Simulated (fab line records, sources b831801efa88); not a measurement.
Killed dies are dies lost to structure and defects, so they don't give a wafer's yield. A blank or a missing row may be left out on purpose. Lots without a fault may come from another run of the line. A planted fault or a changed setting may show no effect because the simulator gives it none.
Chamber matching | flow gf180mcu | GF_V4_ETCH_16 on rie_diel-02: 4 sister chambers
The step etches BARC in N2/H2. 8 wafers are shown with their chamber, then 7 later ones without.

WAFERS WITH THEIR CHAMBER
wafer  | chamber | drypump_motor_current_A (A) | h2_flow_sccm (sccm)
L077.5 | 2       | 5.9                         | 200.6
L078.5 | 1       | 5.7                         | 199.9
L079.5 | 0       | 5.3                         | 199.2
L082.4 | 1       | 5.7                         | 199.6
L082.5 | 2       | 5.8                         | 200.4
L082.6 | 3       | 5.3                         | 200.8
L086.3 | 3       | 5.3                         | 200.4
L086.5 | 0       | 5.3                         | 199.8

WAFERS WITHOUT THEIR CHAMBER
wafer  | drypump_motor_current_A (A) | h2_flow_sccm (sccm)
L086.6 | 5.7                         | 199.3
L092.1 | 5.7                         | 200.1
L092.5 | 5.3                         | 200.4
L092.6 | 5.3                         | 200.4
L094.1 | 5.7                         | 200.6
L094.2 | 5.8                         | 199.2
L094.6 | 5.9                         | 199.7

WHICH CHAMBER EACH WENT THROUGH
wafer  | from the rows above     | in truth
L086.6 | 1                       | 1
L092.1 | 1                       | 1
L092.5 | 3                       | 3
L092.6 | 3                       | 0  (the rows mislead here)
L094.1 | can't be placed: 1 or 2 | 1
L094.2 | can't be placed: 1 or 2 | 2
L094.6 | 2                       | 2
Placed correctly: 4 of 7. Can't be placed from these rows: 2 (the true chamber is among the candidates in 2). Placed wrongly: 1.
How it was worked out, from the rows above alone: a wafer's distance from a chamber is the root of the sum, over the readings, of the square of ((its reading less the chamber's mean) divided by the reading's scatter). The wafer belongs to the nearest chamber; if the next one is less than 2 further off, it can't be placed. A chamber's mean is the mean of its shown wafers. The scatter: the root of (the sum of the squares of (reading less its chamber's mean) over the shown wafers, divided by (wafers less chambers)).
